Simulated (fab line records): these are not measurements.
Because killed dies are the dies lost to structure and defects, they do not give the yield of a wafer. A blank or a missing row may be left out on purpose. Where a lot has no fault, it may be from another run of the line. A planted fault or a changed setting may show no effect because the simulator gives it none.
Chamber matching	flow sky130	SKY_VIA1_CMP_02 on cmp-01 has 4 sister chambers
The step polishes SiO2. 4 wafers are shown with their chamber, then 12 later ones without.

## WAFERS, EACH WITH ITS CHAMBER
wafer	chamber	motor_current_A (A)
L080.5	3	13.0
L089.1	0	11.8
L089.3	1	11.0
L089.4	2	14.4

## WAFERS WHOSE CHAMBER IS MISSING
wafer	motor_current_A (A)
L091.3	13.4
L091.5	11.1
L091.6	15.1
L092.1	12.9
L092.3	11.4
L092.6	11.2
L093.1	15.3
L093.4	11.8
L093.5	11.2
L097.1	14.6
L097.4	11.6
L097.6	12.3

## WHICH CHAMBER EACH WENT THROUGH
wafer	from the rows above	in truth
L091.3	can't be placed: 3 or 2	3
L091.5	can't be placed: 1 or 0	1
L091.6	2	2
L092.1	3	3
L092.3	can't be placed: 0 or 1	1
L092.6	can't be placed: 1 or 0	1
L093.1	2	2
L093.4	can't be placed: 0 or 1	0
L093.5	can't be placed: 1 or 0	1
L097.1	2	2
L097.4	can't be placed: 0 or 1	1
L097.6	can't be placed: 0 or 3 or 1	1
Correct placement for 4 of the 12. These rows do not allow placing 8 (true chamber among the candidates in 8). Wrongly placed: 0.
How it was worked out, from the rows above alone: a wafer's distance from a chamber is the root of the sum, over the readings, of the square of ((its reading less the chamber's mean) divided by the reading's scatter). The wafer belongs to the nearest chamber; if the next one is less than 2 further off, it can't be placed. The mean given for a chamber averages the wafers shown for that chamber. The scatter: with one shown wafer a chamber, the root of the mean of the squares of how far each hidden wafer lies from its nearest shown one.
